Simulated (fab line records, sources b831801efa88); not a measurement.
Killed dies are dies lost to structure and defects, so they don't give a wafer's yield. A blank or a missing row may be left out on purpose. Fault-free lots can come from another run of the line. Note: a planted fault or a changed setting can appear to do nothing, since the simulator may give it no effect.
fab line records	flow gf180mcu
[record] lots = 15	wafers = 45	last-day = 34
route steps=602 shown MVPSD@87 V1@336 M2@366
lots with no fault: from the same line, run without faults
start-h: hours from the record's opening day to when the first of the lot's shown wafers began	wait-h: hours elapsed since this lot's preceding step	" as in the row above	L1.1+2: a single row standing in for several wafers	- no value, or no start given	* or withheld: withheld	< > ~ a bound
route shown NAME@n: names a module that has steps shown in the file, with the first one's number in the route	usual: average and standard deviation across the fault-free wafers	same: alike in all rows	chamber/n: place in a boat	sites: each site's reading	_std_site: how widely they spread, as a standard deviation	_edge_site: outer sites' mean less inner sites'	radius-mm: for every site, how far away it sits from the centre of the wafer	mask NAME#n: copy n	behind: the last tool/chamber to shape the wafer	hold: why the lot went on hold/how many hours it stayed there/how the hold came to an end	device: transistor that didn't switch, given as n, p or np	end of line: the tests these same wafers got at the end of their route	where a step has no rows: the recipe by itself	killed: not the wafer's yield, but the dies lost to structure and defects at the first sort	map: a wafer's dies, marking killed ones x, the rest . and places with no die _
set.NAME: the run value of the setting; set.NAME@STEP: its run value at that earlier step	model.NAME: the simulator's own value behind a step, which no gauge read
one table for each step of the route and one row for each wafer, over a sample of lots
services: a tool's chamber out of use, with start hour (start-h, from the record's first day; less than 0 if before it), hours out, and reason
[[steps]]
[step GF_MVPSD_IMPLANT_09]
[recipe] species = B	energy-kev = 40	dose-cm2 = 5e+12	tilt-deg = 0
[usual] beam-energy-keV = 39.998/0.013	dose-ions-cm2 = 5e+12/5.2e+09
lot.wafer	tool	chamber	start-h	wait-h	beam-energy-keV	dose-ions-cm2
L428.2	implanter-04	0	89.31	0.1	39.989	4.998e+12
L428.3	"	0	"	"	40.007	4.997e+12
L428.4	"	0	"	"	39.983	4.999e+12
L429.2	implanter-04	0	94.22	0.1	40.005	5.004e+12
L429.3	"	0	"	"	39.995	4.998e+12
L429.5	"	0	"	"	40.013	5.001e+12
L430.2	implanter-04	0	118.50	0.1	39.984	4.92e+12
L430.5	"	0	"	"	39.983	4.922e+12
L430.6	"	0	"	"	39.985	4.923e+12
L431.1	implanter-04	0	119.99	0.1	40.005	4.918e+12
L431.4	"	0	"	"	39.979	4.921e+12
L431.6	"	0	"	"	39.992	4.917e+12
L433.1	implanter-02	0	122.17	0.1	39.990	4.995e+12
L433.4	"	0	"	"	40.003	5e+12
L433.6	"	0	"	"	39.996	5.005e+12
L432.1	implanter-04	0	123.53	0.1	40.001	4.921e+12
L432.4	"	0	"	"	39.993	4.915e+12
L432.6	"	0	"	"	39.996	4.919e+12
L438.1	implanter-02	0	158.58	0.1	39.982	4.994e+12
L438.5	"	0	"	"	39.978	4.999e+12
L438.6	"	0	"	"	39.996	5e+12
L440.2	implanter-03	0	172.00	0.1	40.000	5.004e+12
L440.4	"	0	"	"	39.980	5.005e+12
L440.5	"	0	"	"	39.986	4.995e+12
L442.1	implanter-02	0	187.78	0.1	40.008	5.009e+12
L442.2	"	0	"	"	39.997	4.997e+12
L442.5	"	0	"	"	40.008	4.998e+12
L443.2	implanter-04	0	192.02	0.1	39.997	4.999e+12
L443.3	"	0	"	"	39.995	4.997e+12
L443.5	"	0	"	"	40.018	5e+12
L444.1	implanter-03	0	199.37	0.1	39.994	5.009e+12
L444.2	"	0	"	"	39.988	5.011e+12
L444.3	"	0	"	"	39.976	5.002e+12
L446.1	implanter-03	0	207.17	0.1	40.016	5.002e+12
L446.2	"	0	"	"	40.010	5.003e+12
L446.4	"	0	"	"	40.003	5.006e+12
L447.4	implanter-04	0	214.50	0.1	39.993	5.007e+12
L447.5	"	0	"	"	39.979	5.004e+12
L447.6	"	0	"	"	40.007	5.002e+12
L449.1	implanter-03	0	227.72	0.1	40.002	4.996e+12
L449.3	"	0	"	"	40.022	5.002e+12
L449.6	"	0	"	"	40.003	4.993e+12
L451.1	implanter-04	0	237.33	0.1	40.006	4.999e+12
L451.2	"	0	"	"	39.990	5.005e+12
L451.6	"	0	"	"	40.005	5.002e+12
[step GF_V1_THK_MEAS_01]
[recipe] reads = SiO2_of_V1_CVD_00
[usual] V1_CVD_00_THK = 600/9.3
lot.wafer	tool	chamber	start-h	wait-h	V1_CVD_00_THK[nm]
L428.2	film-metro-02	-	377.97	0.0	590
L428.3	"	-	"	"	604
L428.4	"	-	"	"	613
L429.2	film-metro-01	-	389.52	0.0	597
L429.3	"	-	"	"	602
L429.5	"	-	"	"	612
L430.2	film-metro-02	-	424.74	0.0	601
L430.5	"	-	"	"	607
L430.6	"	-	"	"	598
L431.1	film-metro-01	-	431.32	0.0	615
L431.4	"	-	"	"	609
L431.6	"	-	"	"	611
L433.1	film-metro-04	-	432.52	0.0	606
L433.4	"	-	"	"	612
L433.6	"	-	"	"	608
L432.1	film-metro-02	-	433.51	0.0	602
L432.4	"	-	"	"	615
L432.6	"	-	"	"	606
L438.1	film-metro-02	-	486.39	0.0	604
L438.5	"	-	"	"	609
L438.6	"	-	"	"	586
L440.2	film-metro-02	-	494.23	0.0	623
L440.4	"	-	"	"	607
L440.5	"	-	"	"	594
L442.1	film-metro-02	-	520.74	0.0	586
L442.2	"	-	"	"	608
L442.5	"	-	"	"	596
L443.2	film-metro-02	-	523.95	0.0	598
L443.3	"	-	"	"	616
L443.5	"	-	"	"	603
L444.1	film-metro-04	-	532.99	0.0	591
L444.2	"	-	"	"	588
L444.3	"	-	"	"	605
L446.1	film-metro-01	-	545.66	0.0	610
L446.2	"	-	"	"	590
L446.4	"	-	"	"	596
L447.4	film-metro-01	-	553.68	0.0	595
L447.5	"	-	"	"	596
L447.6	"	-	"	"	604
L449.1	film-metro-02	-	567.23	0.0	612
L449.3	"	-	"	"	592
L449.6	"	-	"	"	603
L451.1	film-metro-02	-	583.48	0.0	592
L451.2	"	-	"	"	601
L451.6	"	-	"	"	607
[step GF_M2_SPUTTER_04]
[recipe] material = TiN	target-thk-nm = 50	power-w = 6500	time-s = 41.7	chamber-pressure-pa = 0.4
[usual] throttle-valve-pct = 30.0/0.7
lot.wafer	tool	chamber	start-h	wait-h	throttle-valve-pct
L428.2	pvd-sputter-03	-	402.50	0.0	31.0
L428.3	"	-	"	"	31.3
L428.4	"	-	"	"	31.3
L429.2	pvd-sputter-02	-	414.06	0.0	30.4
L429.3	"	-	"	"	29.2
L429.5	"	-	"	"	29.5
L430.2	pvd-sputter-02	-	451.26	0.0	30.8
L430.5	"	-	"	"	28.5
L430.6	"	-	"	"	29.6
L431.1	pvd-sputter-03	-	458.04	0.0	31.0
L431.4	"	-	"	"	30.6
L431.6	"	-	"	"	30.3
L433.1	pvd-sputter-02	-	458.59	0.0	28.3
L433.4	"	-	"	"	29.7
L433.6	"	-	"	"	30.4
L432.1	pvd-sputter-03	-	459.89	0.0	30.4
L432.4	"	-	"	"	30.6
L432.6	"	-	"	"	30.1
L438.1	pvd-sputter-03	-	512.85	0.0	30.7
L438.5	"	-	"	"	30.6
L438.6	"	-	"	"	31.1
L440.2	pvd-sputter-01	-	520.09	0.0	29.6
L440.4	"	-	"	"	29.9
L440.5	"	-	"	"	30.2
L442.1	pvd-sputter-02	-	545.42	0.0	29.3
L442.2	"	-	"	"	30.6
L442.5	"	-	"	"	30.7
L443.2	pvd-sputter-01	-	549.05	0.0	29.9
L443.3	"	-	"	"	30.1
L443.5	"	-	"	"	30.1
L444.1	pvd-sputter-02	-	557.65	0.0	29.5
L444.2	"	-	"	"	29.7
L444.3	"	-	"	"	30.4
L446.1	pvd-sputter-03	-	570.14	0.0	31.2
L446.2	"	-	"	"	31.0
L446.4	"	-	"	"	30.6
L447.4	pvd-sputter-01	-	577.34	0.0	30.1
L447.5	"	-	"	"	29.9
L447.6	"	-	"	"	29.7
L449.1	pvd-sputter-02	-	590.74	0.0	30.9
L449.3	"	-	"	"	29.5
L449.6	"	-	"	"	29.8
L451.1	pvd-sputter-01	-	607.23	0.0	29.9
L451.2	"	-	"	"	29.7
L451.6	"	-	"	"	30.1
[step GF_M2_THK_MEAS_06]
[recipe] thk-meas-gauge = xrf	reads = AlCu_of_M2_SPUTTER_02
[usual] M2_ALCU_THK = 445/8.2
lot.wafer	tool	chamber	start-h	wait-h	M2_ALCU_THK[nm]
L428.2	film-metro-01	-	402.67	0.1	444
L428.3	"	-	"	"	448
L428.4	"	-	"	"	446
L429.2	film-metro-02	-	414.23	0.1	436
L429.3	"	-	"	"	431
L429.5	"	-	"	"	428
L430.2	film-metro-01	-	451.43	0.1	442
L430.5	"	-	"	"	443
L430.6	"	-	"	"	443
L431.1	film-metro-01	-	458.20	0.1	442
L431.4	"	-	"	"	450
L431.6	"	-	"	"	452
L433.1	film-metro-03	-	458.75	0.1	443
L433.4	"	-	"	"	442
L433.6	"	-	"	"	448
L432.1	film-metro-02	-	460.05	0.1	441
L432.4	"	-	"	"	445
L432.6	"	-	"	"	438
L438.1	film-metro-03	-	513.01	0.1	451
L438.5	"	-	"	"	447
L438.6	"	-	"	"	440
L440.2	film-metro-02	-	520.26	0.1	453
L440.4	"	-	"	"	451
L440.5	"	-	"	"	441
L442.1	film-metro-02	-	545.58	0.1	439
L442.2	"	-	"	"	442
L442.5	"	-	"	"	440
L443.2	film-metro-02	-	549.22	0.1	443
L443.3	"	-	"	"	457
L443.5	"	-	"	"	442
L444.1	film-metro-02	-	557.81	0.1	431
L444.2	"	-	"	"	437
L444.3	"	-	"	"	443
L446.1	film-metro-03	-	570.30	0.1	445
L446.2	"	-	"	"	449
L446.4	"	-	"	"	457
L447.4	film-metro-03	-	577.53	0.1	453
L447.5	"	-	"	"	456
L447.6	"	-	"	"	446
L449.1	film-metro-03	-	590.90	0.1	445
L449.3	"	-	"	"	434
L449.6	"	-	"	"	433
L451.1	film-metro-03	-	607.39	0.1	467
L451.2	"	-	"	"	458
L451.6	"	-	"	"	454
[[services]]
tool	chamber	start-h	hours	kind
implanter-03	-	89.97	33.5	pm
implanter-03	-	123.49	3.8	pm
implanter-04	-	136.36	3.7	pm
pvd-sputter-01	-	138.89	5.3	repair
pvd-sputter-02	-	172.94	3.1	repair
pvd-sputter-02	-	190.76	12.1	repair
pvd-sputter-01	-	195.78	0.5	repair
implanter-04	-	221.03	2.7	repair
pvd-sputter-02	-	237.99	8.2	repair
pvd-sputter-01	-	270.56	19.1	repair
implanter-03	-	305.09	2.2	repair
pvd-sputter-01	-	317.10	3.4	repair
pvd-sputter-01	-	324.88	3.9	repair
implanter-03	-	330.02	0.9	repair
pvd-sputter-01	-	338.09	3.8	repair
pvd-sputter-01	-	357.03	0.6	repair
pvd-sputter-02	-	373.58	1.6	repair
pvd-sputter-02	-	374.65	3.0	repair
implanter-03	-	375.44	4.1	repair
pvd-sputter-02	-	481.57	1.1	repair
implanter-04	-	498.64	2.0	repair
pvd-sputter-02	-	501.46	1.7	repair
pvd-sputter-01	-	517.94	1.8	repair
pvd-sputter-02	-	601.38	4.2	repair
[[key]]
[first-sign] step = GF_MVPSD_IMPLANT_09	reading = dose-ions-cm2	direction = down	sigmas = 15	usual = 5e+12	struck = 4.92e+12
effect none on later readings
met-at GF_MVPSD_IMPLANT_09
struck-lots L430,L431,L432
tester-left-out L430,L431,L432
not-acting-at GF_V1_THK_MEAS_01,GF_M2_SPUTTER_04,GF_M2_THK_MEAS_06
onset-between 94.22 118.50
[fault] kind = process-parameter-drift	tool = implanter-04	chamber = -	onset-h = 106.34	steps = GF_MVPSD_IMPLANT_09	channel = dose-cm2	offset = -7.5607e+10	shape = step	end-h = 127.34	acts-in = these-recipes-only	stated = 5e+12
// tester-left-out: of these lots the tester's yield and bins aren't shown, on N5 and GAA mostly nor the transistor test; their killed dies are dies lost to structure and defects alone, not to doping, threshold or leakage, so they don't give the yield
